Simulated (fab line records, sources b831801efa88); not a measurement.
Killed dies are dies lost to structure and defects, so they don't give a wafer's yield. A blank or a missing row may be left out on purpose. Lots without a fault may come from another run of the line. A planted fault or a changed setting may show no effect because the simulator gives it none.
Chamber matching | flow sky130 | SKY_VIA2_CMP_02 on cmp-01: 4 sister chambers
The step polishes SiO2. 8 wafers are shown with their chamber, then 9 later ones without.

WAFERS WITH THEIR CHAMBER
wafer  | chamber | motor_current_A (A)
L076.2 | 1       | 11.8
L080.2 | 1       | 13.4
L079.6 | 0       | 10.4
L088.5 | 3       | 10.5
L088.6 | 2       | 13.3
L093.1 | 2       | 12.7
L093.2 | 0       | 10.1
L093.6 | 3       | 10.9

WAFERS WITHOUT THEIR CHAMBER
wafer  | motor_current_A (A)
L094.1 | 12.7
L094.5 | 10.2
L094.6 | 13.5
L095.4 | 14.0
L095.5 | 9.8
L095.6 | 12.8
L096.1 | 12.6
L096.2 | 10.2
L096.4 | 14.3

WHICH CHAMBER EACH WENT THROUGH
wafer  | from the rows above     | in truth
L094.1 | can't be placed: 1 or 2 | 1
L094.5 | can't be placed: 0 or 3 | 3
L094.6 | can't be placed: 2 or 1 | 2
L095.4 | can't be placed: 2 or 1 | 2
L095.5 | can't be placed: 0 or 3 | 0
L095.6 | can't be placed: 1 or 2 | 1
L096.1 | can't be placed: 1 or 2 | 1
L096.2 | can't be placed: 0 or 3 | 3
L096.4 | can't be placed: 2 or 1 | 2
Placed correctly: 0 of 9. Can't be placed from these rows: 9 (the true chamber is among the candidates in 9). Placed wrongly: 0.
How it was worked out, from the rows above alone: a wafer's distance from a chamber is the root of the sum, over the readings, of the square of ((its reading less the chamber's mean) divided by the reading's scatter). The wafer belongs to the nearest chamber; if the next one is less than 2 further off, it can't be placed. A chamber's mean is the mean of its shown wafers. The scatter: the root of (the sum of the squares of (reading less its chamber's mean) over the shown wafers, divided by (wafers less chambers)).
